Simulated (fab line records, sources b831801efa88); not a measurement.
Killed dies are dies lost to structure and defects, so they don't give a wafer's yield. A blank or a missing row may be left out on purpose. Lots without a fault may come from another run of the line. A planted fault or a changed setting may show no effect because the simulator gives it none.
A struck lot beside a sound one | flow sky130 | 17 steps out of a route of 708
Sound: wafers L736.2, L736.4, L736.6. Struck: wafer L735.4. (L735.3, L735.5 of the same lot were not struck and are left out.) The cause comes at the end.
At each step with rows: each side's tool, then ch and its chambers, then its first start. Under that, the readings that differ: sound wafers | struck wafers | difference of the means | sigmas: that difference in standard deviations of wafers without a fault.
alike: readings whose means differ by less than 2 such deviations, and words and numbers that are the same on both sides. not compared: withheld readings, readings that some wafer has no value for, bounds like >300 that may hide the same value, and numbers for which the record gives no deviation and whose values overlap.
The two part at a step that has a row with sigmas, a row that says differs or no value, or rows on one side only. Numbers that don't overlap but have no deviation are shown without sigmas and don't part them. A reading that every wafer of one side lacks parts them only if that side has two wafers or more.

first, 2 steps without rows for these wafers: SKY_LOCAL_INTERCONNECT_PEB_09; SKY_LOCAL_INTERCONNECT_DEVELOP_10 (develop time 60 s).
SKY_LOCAL_INTERCONNECT_CD_MEAS_11: target cd 170 nm.
  sound on cd_sem-02, day 36 05:14; struck on cd_sem-01, day 35 03:56
  alike: cd_nm
SKY_LOCAL_INTERCONNECT_OVL_MEAS_12:
  sound on overlay-02, day 36 05:20; struck on overlay-02, day 35 04:01
  alike: LOCAL_INTERCONNECT_OVL
SKY_LOCAL_INTERCONNECT_ETCH_13: etches BARC in N2/H2, stops on SiO2, time 45.9 s, target depth 60 nm.
  sound on rie_metal-02 ch 1, day 36 05:22; struck on rie_metal-02 ch 1, day 35 04:04
  alike: drypump_motor_current_A, oes_product_au, throttle_valve_pct
  not compared: rf_hours_counter_h
SKY_LOCAL_INTERCONNECT_METAL_ETCH_14: etches TiN in Cl2/BCl3, stops on PSG, target depth 110 nm, time 31.4 s.
  sound on rie_metal-02 ch 1, day 36 05:26; struck on rie_metal-02 ch 1, day 35 04:08
  alike: drypump_motor_current_A, oes_product_au, throttle_valve_pct
  not compared: rf_hours_counter_h
SKY_LOCAL_INTERCONNECT_STRIP_15: strips in O2/N2.
  sound on plasma_asher-02 ch 0,1, day 36 05:29; struck on plasma_asher-02 ch 1, day 35 04:12
  alike: drypump_motor_current_A, oes_product_au, strip_time_to_endpoint_s
  not compared: rf_hours_counter_h
then, 3 steps without rows for these wafers: SKY_LOCAL_INTERCONNECT_STRIP_16 (strips in post etch residue remover, time 1200 s); SKY_LOCAL_INTERCONNECT_CLEAN_17 (cleans in IPA, time 180 s); SKY_LOCAL_INTERCONNECT_CLEAN_18 (cleans in O3/DIW).
SKY_CONTACT_CVD_00: deposits Si3N4, target thk 75 nm.
  sound on pecvd-02 ch 0,1,2, day 36 06:07; struck on pecvd-02 ch 1, day 35 04:47
  alike: heater_power_w
SKY_CONTACT_THK_MEAS_01:
  sound on film_metro-01, day 36 06:10; struck on film_metro-02, day 35 04:50
  reading                 | sound          | struck | difference | sigmas
  CONTACT_CVD_00_THK (nm) | 75.1 76.0 77.0 | 73.7   | -2.3       | -2
SKY_CONTACT_HDPCVD_02: deposits SiO2, target thk 565 nm, time 94.2 s.
  sound on hdpcvd-01 ch 1,2, day 36 06:13; struck on hdpcvd-02 ch 0, day 35 04:52
  reading                                     | sound             | struck | difference | sigmas
  sih4_flow_sccm (sccm)                       | 60.16 60.06 60.07 | 72.16  | +12.06     | +71
  model.SiO2_of_CONTACT_HDPCVD_02.thk_nm (nm) | 565.7 561.1 564   | 677.8  | +114.2     |
SKY_CONTACT_THK_MEAS_03:
  sound on film_metro-02, day 36 06:17; struck on film_metro-03, day 35 04:58
  reading                 | sound       | struck | difference | sigmas
  CONTACT_HDPCVD_THK (nm) | 566 561 564 | 678    | +114       | +20
SKY_CONTACT_CMP_04: polishes SiO2.
  sound on cmp-02 ch 0,1,2, day 36 06:23; struck on cmp-01 ch 1, day 35 05:03
  reading                | sound    | struck | difference | sigmas
  time_to_endpoint_s (s) | 82 82 84 | 127    | +44        | +14
  alike: motor_current_A
SKY_CONTACT_BOW_MEAS_05:
  sound on film_metro-03, day 36 06:40; struck on film_metro-02, day 35 05:20
  alike: CONTACT_BOW
-- the record jumps here: 14 days lie between the struck wafers' starts before and after (it left off in module CONTACT and takes up again in module PAD_OPEN, whose first step shown is number 708 of the route) --
SKY_PAD_OPEN_PROBE_99:
  the record has rows for the struck wafers here (prober-02, day 49 05:16) and none for the sound ones

WHERE THEY PART
First at SKY_CONTACT_THK_MEAS_01; last, within this record, at SKY_PAD_OPEN_PROBE_99.

WHY: what the simulator had put in
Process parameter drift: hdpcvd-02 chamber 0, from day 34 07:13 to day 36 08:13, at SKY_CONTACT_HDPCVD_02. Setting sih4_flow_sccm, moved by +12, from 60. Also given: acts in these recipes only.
